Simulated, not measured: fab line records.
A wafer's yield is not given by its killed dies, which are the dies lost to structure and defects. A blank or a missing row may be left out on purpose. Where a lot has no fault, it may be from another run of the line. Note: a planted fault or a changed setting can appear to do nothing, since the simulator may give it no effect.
The same fault as seen by 2 desks + flow sky130 + only its own numbers are on each desk; what lay behind them is given at the end

AT THE TOOL OWNER'S DESK: hdpcvd-02
The tool's own readings at SKY_VIA4_HDPCVD_00 (deposits SiO2, target thk 1750 nm, time 291.7 s): means of the sampled wafers that have a number, for each lot that ran on this tool. A lot is out of limits, marked OUT, if its mean lies more than 4 standard deviations from the usual mean; the brackets give that distance.
Columns: A = sih4_flow_sccm at SKY_VIA4_HDPCVD_00, usual 60.02 sccm
| lot  | first seen here | A               |
|------|-----------------|-----------------|
| L257 | day 42 07:04    | 60.03           |
| L259 | day 43 02:45    | 48.19 (-62) OUT |
| L260 | day 43 06:14    | 47.96 (-63) OUT |
| L271 | day 46 00:51    | 60.04           |
| L274 | day 46 12:31    | 59.95           |
| L275 | day 47 02:16    | 59.96           |
| L279 | day 47 19:32    | 59.98           |
This desk's finding: out of limits on L259, L260; first on L259, day 43 02:45 (sih4_flow_sccm at SKY_VIA4_HDPCVD_00). In limits: L257, L271, L274, L275, L279.

THE METROLOGY DESK
What the gauges read for every lot (on any tool): the sampled wafers with a number, averaged. A lot is out of limits, marked OUT, if its mean lies more than 4 standard deviations from the usual mean; the brackets give that distance.
Columns: A = VIA2_OVL at SKY_VIA2_OVL_MEAS_13, usual 0 nm; B = VIA3_W_RS at SKY_VIA3_RS_MEAS_22, usual 0.295 ohm/sq; C = VIA4_HDPCVD_THK at SKY_VIA4_THK_MEAS_01, usual 1737 nm
| lot  | first seen here | A  | B     | C              |
|------|-----------------|----|-------|----------------|
| L256 | day 35 22:14    | 3  | 0.294 | 1736           |
| L257 | day 36 17:59    | 9  | 0.293 | 1740           |
| L259 | day 37 17:20    | -2 | 0.294 | 1382 (-19) OUT |
| L260 | day 37 22:04    | -1 | 0.293 | 1384 (-19) OUT |
| L266 | day 40 00:20    | 3  | 0.292 | 1732           |
| L267 | day 40 10:13    | -5 | 0.292 | 1735           |
| L271 | day 41 01:08    | 0  | 0.295 | 1743           |
| L273 | day 41 12:41    | -2 | 0.289 | 1773           |
| L274 | day 41 13:18    | -8 | 0.293 | 1740           |
| L275 | day 42 06:52    | 3  | 0.296 | 1726           |
| L277 | day 42 15:20    | -9 | 0.296 | 1749           |
| L279 | day 43 01:49    | 6  | 0.298 | 1726           |
Finding of this desk: L259, L260 out of limits, first seen on L259 at day 43 02:57 (VIA4_HDPCVD_THK at SKY_VIA4_THK_MEAS_01). In limits: L256, L257, L266, L267, L271, L273, L274, L275, L277, L279.

ALL TOGETHER
The tool owner's desk could have raised an alarm at day 43 02:45, on L259, L260.
Metrology desk: alarm possible at day 43 02:57 on L259, L260.
Of the lots named, all ran SKY_VIA4_HDPCVD_00 on hdpcvd-02.

WHAT THE SIMULATOR HAD INSERTED
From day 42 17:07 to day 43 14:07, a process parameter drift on hdpcvd-02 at SKY_VIA4_HDPCVD_00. A move of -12 in setting sih4_flow_sccm, from 60. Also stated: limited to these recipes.
Struck lots among those shown: L259, L260.
Counting hours from when the fault started, the first reading out of limits came at 10 for the tool owner's desk and at 10 for the metrology desk.
